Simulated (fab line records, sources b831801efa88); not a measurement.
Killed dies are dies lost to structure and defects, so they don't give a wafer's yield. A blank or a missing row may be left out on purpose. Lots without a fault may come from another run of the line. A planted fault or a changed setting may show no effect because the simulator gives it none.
One fault seen from 2 desks | flow sky130 | each desk has only its own numbers; what lay behind them comes last

THE TOOL OWNER'S DESK: implanter-03
The tool's own readings at SKY_LDD_HVP_IMPLANT_08: means of the sampled wafers that have a number, for each lot that ran on this tool. A lot is out of limits, marked OUT, if its mean lies more than 4 standard deviations from the usual mean; the brackets give that distance.
Columns: A = dose_ions_cm2 at SKY_LDD_HVP_IMPLANT_08, usual 1.6998e+13; B = faraday_current_uA at SKY_LDD_HVP_IMPLANT_08, usual 96.1
lot  | first seen here | A                            | B
L709 | day 22 13:14    | 1.6988e+13                   | 95.9
L708 | day 23 09:14    | 1.7004e+13                   | 96.3
L713 | day 23 14:50    | 1.6983e+13                   | 97.1
L715 | day 24 07:27    | 1.7001e+13                   | 94.6
L717 | day 25 08:48    | 1.2139e+13 (-99 or more) OUT | 68.1 (-15) OUT
L718 | day 25 09:03    | 1.2121e+13 (-99 or more) OUT | 70.0 (-14) OUT
L729 | day 29 14:54    | 1.7023e+13                   | 95.2
This desk's finding: out of limits on L717, L718; first on L717, day 25 08:48 (dose_ions_cm2 at SKY_LDD_HVP_IMPLANT_08). In limits: L709, L708, L713, L715, L729.

THE METROLOGY DESK
What the gauges read, lot by lot, whatever tool the lot ran on: means of the sampled wafers that have a number. A lot is out of limits, marked OUT, if its mean lies more than 4 standard deviations from the usual mean; the brackets give that distance.
Columns: A = LDD_HVP_TW at SKY_LDD_HVP_TW_MEAS_10, usual 456; B = VIA1_HDPCVD_THK at SKY_VIA1_THK_MEAS_01, usual 1032 nm
lot  | first seen here | A              | B
L709 | day 22 13:28    | 445            | 1031
L710 | day 23 08:48    | 466            | 1033
L708 | day 23 09:28    | 447            | 1032
L712 | day 23 09:44    | 466            | 1037
L713 | day 23 15:04    | 448            | 1031
L715 | day 24 07:40    | 463            | 1042
L717 | day 25 09:07    | 404 (-6.3) OUT | 1011
L718 | day 25 09:25    | 403 (-6.3) OUT | 1031
L719 | day 25 12:19    | 467            | 1034
L728 | day 29 00:21    | 447            | 1039
L729 | day 29 15:07    | 463            | 1033
L730 | day 29 17:15    | 462            | 1028
This desk's finding: out of limits on L717, L718; first on L717, day 25 09:07 (LDD_HVP_TW at SKY_LDD_HVP_TW_MEAS_10). In limits: L709, L710, L708, L712, L713, L715, L719, L728, L729, L730.

PUT TOGETHER
The tool owner's desk could have raised an alarm at day 25 08:48, on L717, L718.
The metrology desk could have raised an alarm at day 25 09:07, on L717, L718.
Of the lots named, all ran SKY_LDD_HVP_IMPLANT_08 on implanter-03.

WHAT THE SIMULATOR HAD PUT IN
Process parameter drift: implanter-03, from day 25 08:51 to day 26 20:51, at SKY_LDD_HVP_IMPLANT_08. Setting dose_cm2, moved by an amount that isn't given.
Lots struck among those shown: L717, L718.
